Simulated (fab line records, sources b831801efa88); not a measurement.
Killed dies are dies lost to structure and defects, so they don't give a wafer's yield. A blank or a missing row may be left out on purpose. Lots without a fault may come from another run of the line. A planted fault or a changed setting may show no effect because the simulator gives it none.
Which tool did it? | flow gf180mcu | 12 lots, 36 wafers sampled, at 4 steps of a route of 602

WHAT THE GAUGES READ, wafer by wafer
GF_M1_THK_MEAS_06: measures by xrf. Usual: M1_ALCU_THK 451 nm, standard deviation 5.9.
lot  | measured     | on            | M1_ALCU_THK (nm) | flag
L616 | day 16 12:32 | film_metro-03 | 455 446 454      |
L619 | day 17 02:51 | film_metro-02 | 448 453 444      |
L620 | day 17 22:01 | film_metro-03 | 451 450 447      |
L621 | day 18 02:04 | film_metro-02 | 450 455 464      |
L622 | day 18 18:17 | film_metro-02 | 465 454 457      |
L630 | day 21 15:52 | film_metro-03 | 450 453 462      |
L633 | day 22 12:51 | film_metro-03 | 458 467 460      |
L634 | day 22 17:25 | film_metro-03 | 459 451 454      |
L635 | day 23 02:52 | film_metro-03 | 457 449 452      |
L636 | day 23 12:16 | film_metro-03 | 450 461 442      |
L638 | day 23 22:22 | film_metro-04 | 451 447 441      |
L639 | day 24 04:41 | film_metro-03 | 442 450 441      |

WHICH TOOL RAN EACH LOT (tool, then ch and the chambers of the sampled wafers, then the start)
lot  | GF_CONTACT_ETCH_16                 | GF_M1_SPUTTER_02             | GF_M1_SPUTTER_03
L616 | rie_diel-03 ch 1,2,3, day 16 11:02 | pvd_sputter-03, day 16 12:19 | pvd_sputter-03, day 16 12:20
L619 | rie_diel-04 ch 0,1,2, day 17 01:20 | pvd_sputter-01, day 17 02:38 | pvd_sputter-01, day 17 02:40
L620 | rie_diel-03 ch 0,2,3, day 17 20:31 | pvd_sputter-03, day 17 21:48 | pvd_sputter-03, day 17 21:50
L621 | rie_diel-02 ch 2,3, day 18 00:34   | pvd_sputter-01, day 18 01:52 | pvd_sputter-01, day 18 01:53
L622 | rie_diel-03 ch 0,1, day 18 16:46   | pvd_sputter-01, day 18 18:03 | pvd_sputter-01, day 18 18:05
L630 | rie_diel-03 ch 0,1,2, day 21 14:16 | pvd_sputter-01, day 21 15:40 | pvd_sputter-01, day 21 15:41
L633 | rie_diel-04 ch 0,3, day 22 11:20   | pvd_sputter-03, day 22 12:37 | pvd_sputter-03, day 22 12:39
L634 | rie_diel-04 ch 0,2,3, day 22 15:22 | pvd_sputter-03, day 22 17:11 | pvd_sputter-03, day 22 17:13
L635 | rie_diel-03 ch 1,2, day 23 01:17   | pvd_sputter-01, day 23 02:39 | pvd_sputter-01, day 23 02:41
L636 | rie_diel-04 ch 0,1,3, day 23 10:34 | pvd_sputter-01, day 23 12:03 | pvd_sputter-01, day 23 12:05
L638 | rie_diel-04 ch 0,1,2, day 23 20:47 | pvd_sputter-01, day 23 22:09 | pvd_sputter-01, day 23 22:11
L639 | rie_diel-04 ch 0,2,3, day 24 03:12 | pvd_sputter-01, day 24 04:29 | pvd_sputter-01, day 24 04:31
- GF_CONTACT_ETCH_16: etches BARC in N2/H2.
- GF_M1_SPUTTER_02: material AlCu, target thk 450 nm, time 23.9 s.
- GF_M1_SPUTTER_03: material Ti, target thk 10 nm, time 6.7 s.

WHAT THE TOOLS THEMSELVES READ (means of the sampled wafers that have a number; where no wafer has one, the mark that the record gives instead)
GF_CONTACT_ETCH_16. Usual: drypump_motor_current_A 5.8 A, standard deviation 0.33; oes_product_au 0.855 a.u., standard deviation 0.0043; throttle_valve_pct 13.224 %, standard deviation 0.0076.
lot  | tool        | drypump_motor_current_A (A) | oes_product_au (a.u.) | throttle_valve_pct (%) | flag
L616 | rie_diel-03 | 6.1                         | 0.850                 | 13.227                 |
L619 | rie_diel-04 | 5.8                         | 0.855                 | 13.230                 |
L620 | rie_diel-03 | 5.9                         | 0.856                 | 13.226                 |
L621 | rie_diel-02 | 6.1                         | 0.858                 | 13.229                 |
L622 | rie_diel-03 | 5.5                         | 0.855                 | 13.218                 |
L630 | rie_diel-03 | 5.8                         | 0.856                 | 13.220                 |
L633 | rie_diel-04 | 5.4                         | 0.852                 | 13.222                 |
L634 | rie_diel-04 | 5.6                         | 0.858                 | 13.225                 |
L635 | rie_diel-03 | 5.9                         | 0.855                 | 13.216                 |
L636 | rie_diel-04 | 5.6                         | 0.858                 | 13.232                 |
L638 | rie_diel-04 | 5.8                         | 0.854                 | 13.224                 |
L639 | rie_diel-04 | 5.6                         | 0.855                 | 13.223                 |

GF_M1_SPUTTER_02. Usual: cathode_dc_power_W 10600 W, standard deviation 1.8; chamber_pressure_pa 0.4001 Pa, standard deviation 0.00082; throttle_valve_pct 30.3 %, standard deviation 1.1.
lot  | tool           | cathode_dc_power_W (W) | chamber_pressure_pa (Pa) | throttle_valve_pct (%) | flag
L616 | pvd_sputter-03 | 10599                  | 0.3996                   | 31.2                   |
L619 | pvd_sputter-01 | 10600                  | 0.4003                   | 31.0                   |
L620 | pvd_sputter-03 | 10601                  | 0.4014                   | 30.4                   |
L621 | pvd_sputter-01 | 10600                  | 0.3998                   | 30.0                   |
L622 | pvd_sputter-01 | 10601                  | 0.4000                   | 30.2                   |
L630 | pvd_sputter-01 | 10601                  | 0.3995                   | 30.2                   |
L633 | pvd_sputter-03 | 10601                  | 0.4005                   | 31.6                   |
L634 | pvd_sputter-03 | 10600                  | 0.4002                   | 30.8                   |
L635 | pvd_sputter-01 | 10599                  | 0.4005                   | 30.7                   |
L636 | pvd_sputter-01 | 10599                  | 0.4005                   | 30.1                   |
L638 | pvd_sputter-01 | 10601                  | 0.3997                   | 30.9                   |
L639 | pvd_sputter-01 | 10600                  | 0.4000                   | 30.8                   |

GF_M1_SPUTTER_03. Usual: cathode_dc_power_W 3000.0 W, standard deviation 0.57; chamber_pressure_pa 0.3000 Pa, standard deviation 0.00067; throttle_valve_pct 30.3 %, standard deviation 1.1.
lot  | tool           | cathode_dc_power_W (W) | chamber_pressure_pa (Pa) | throttle_valve_pct (%) | flag
L616 | pvd_sputter-03 | 3000.2                 | 0.3008                   | 31.2                   |
L619 | pvd_sputter-01 | 2999.9                 | 0.2996                   | 31.0                   |
L620 | pvd_sputter-03 | 2999.7                 | 0.3001                   | 30.5                   |
L621 | pvd_sputter-01 | 3000.1                 | 0.2997                   | 29.9                   |
L622 | pvd_sputter-01 | 2999.9                 | 0.2997                   | 30.2                   |
L630 | pvd_sputter-01 | 2999.7                 | 0.2995                   | 30.1                   |
L633 | pvd_sputter-03 | -                      | -                        | -                      | OFF
L634 | pvd_sputter-03 | -                      | -                        | -                      | OFF
L635 | pvd_sputter-01 | 2999.7                 | 0.3003                   | 30.8                   |
L636 | pvd_sputter-01 | 2999.8                 | 0.3002                   | 30.0                   |
L638 | pvd_sputter-01 | 2999.7                 | 0.3002                   | 30.9                   |
L639 | pvd_sputter-01 | 3000.2                 | 0.2994                   | 30.7                   |

THE ANSWER, worked out from the rows above alone
Rule: a lot is off if the mean of its wafers that have a number lies more than 3 standard deviations from the usual mean. A lot without any number at a reading at which 4 lots or more have one is off too. The other lots that the step has rows for count as sound. The gauges are gone through in route order, then the tools' own readings, and for those a lot's mean is taken as printed above. The first step at which some lot is off is used, and at that step the reading that is off furthest; a lot without a number counts as furthest.
Off: L633, L634, at GF_M1_SPUTTER_03 (cathode_dc_power_W). Without a number there: L633, L634.
A tool fits if, at that step or a process step before it, it ran every lot that is off, and no sound lot after the first of them. One fits: pvd_sputter-03 at GF_M1_SPUTTER_02 and GF_M1_SPUTTER_03. At GF_M1_SPUTTER_02 its last sound lot is L620 (day 17 21:48), its first lot that is off L633 (day 22 12:37): a fault that began between those two fits.

WHAT THE SIMULATOR HAD PUT IN
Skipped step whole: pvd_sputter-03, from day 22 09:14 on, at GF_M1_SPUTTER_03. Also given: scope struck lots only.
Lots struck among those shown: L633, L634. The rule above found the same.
